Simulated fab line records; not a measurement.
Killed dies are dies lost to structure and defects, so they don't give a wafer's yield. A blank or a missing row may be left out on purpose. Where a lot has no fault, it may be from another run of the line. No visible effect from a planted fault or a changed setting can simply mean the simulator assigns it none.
A sampling plan put to the test | flow sky130 | each of the 9 faults these records tell of, on one fab line, judged from the records of the lots it struck
What counts as the plan is the set of the line's own looks, namely the steps on the route at which a gauge or an inspection reads a wafer and does not change it. A look can be judged if struck wafers have a number there and the file gives its usual mean and standard deviation on fault-free wafers. Caught: 4 or more of those standard deviations (sigma) separate the usual mean from the mean of the struck wafers at a look after the fault's first step. On the tool: the same test on the tool's own readings at the fault's steps. A different recipe on the struck wafers counts as caught too, as does a record blank only for those wafers.

## THE FAULTS, as the simulator had put them in
1. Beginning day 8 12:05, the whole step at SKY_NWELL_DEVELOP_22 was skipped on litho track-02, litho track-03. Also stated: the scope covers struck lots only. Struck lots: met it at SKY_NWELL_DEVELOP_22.
2. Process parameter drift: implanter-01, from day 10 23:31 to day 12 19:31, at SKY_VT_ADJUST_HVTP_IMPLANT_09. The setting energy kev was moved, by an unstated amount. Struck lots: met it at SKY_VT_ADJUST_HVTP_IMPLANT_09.
3. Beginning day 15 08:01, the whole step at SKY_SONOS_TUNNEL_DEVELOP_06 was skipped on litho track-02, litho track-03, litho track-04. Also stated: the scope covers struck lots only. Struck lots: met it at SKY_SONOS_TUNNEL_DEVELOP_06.
4. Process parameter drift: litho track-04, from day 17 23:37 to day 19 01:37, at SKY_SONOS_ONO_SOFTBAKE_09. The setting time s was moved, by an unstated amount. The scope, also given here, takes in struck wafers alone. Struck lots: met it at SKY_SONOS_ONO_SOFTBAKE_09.
5. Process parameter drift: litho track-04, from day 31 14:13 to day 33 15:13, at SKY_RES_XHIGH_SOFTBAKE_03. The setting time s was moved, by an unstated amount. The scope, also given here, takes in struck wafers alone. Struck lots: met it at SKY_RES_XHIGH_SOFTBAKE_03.
6. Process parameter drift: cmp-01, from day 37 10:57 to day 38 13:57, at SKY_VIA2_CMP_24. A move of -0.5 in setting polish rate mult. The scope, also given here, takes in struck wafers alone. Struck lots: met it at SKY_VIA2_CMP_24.
7. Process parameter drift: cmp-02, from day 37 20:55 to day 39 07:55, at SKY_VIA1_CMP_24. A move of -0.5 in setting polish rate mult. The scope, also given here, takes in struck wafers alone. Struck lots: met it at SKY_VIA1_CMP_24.
8. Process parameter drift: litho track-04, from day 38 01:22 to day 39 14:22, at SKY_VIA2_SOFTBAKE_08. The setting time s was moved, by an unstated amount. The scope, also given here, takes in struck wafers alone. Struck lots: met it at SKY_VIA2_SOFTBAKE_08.
9. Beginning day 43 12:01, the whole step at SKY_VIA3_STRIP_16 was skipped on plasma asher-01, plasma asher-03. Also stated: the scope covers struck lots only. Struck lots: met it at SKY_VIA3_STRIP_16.

## WHAT THE PLAN SAW
fault | on the tool itself                               | first look that catches it                      | reading, sigma | median hours from its first step to that look | hours from the fault's start to the first struck lot there | judged looks passed uncaught
1     | the tool's record is blank for the struck wafers | no look after it can be judged                  | -              | -                                             | -                                                          | 0
2     | beam energy keV +99 or beyond sigma              | not the one look that can be judged after it    | -              | -                                             | -                                                          | 1
3     | the tool's record is blank for the struck wafers | no look after it can be judged                  | -              | -                                             | -                                                          | 0
4     | heater power total W +15 sigma                   | no look after it can be judged                  | -              | -                                             | -                                                          | 0
5     | heater power total W +99 or beyond sigma         | not the one look that can be judged after it    | -              | -                                             | -                                                          | 1
6     | overpolish run s -99 or beyond sigma             | no look after it can be judged                  | -              | -                                             | -                                                          | 0
7     | overpolish run s -99 or beyond sigma             | no look after it can be judged                  | -              | -                                             | -                                                          | 0
8     | run length s -25 sigma                           | none of the 3 looks that can be judged after it | -              | -                                             | -                                                          | 3
9     | the tool's record is blank for the struck wafers | no look after it can be judged                  | -              | -                                             | -                                                          | 0
Dash: fault not caught, or number not given in these records.

Caught at a look: 0 of 9. Caught on the tool: 9 of 9. By one or the other: 9 of 9.
Faults 1, 2, 3, 4, 5, 6, 7, 8, 9 were caught on the tool alone.
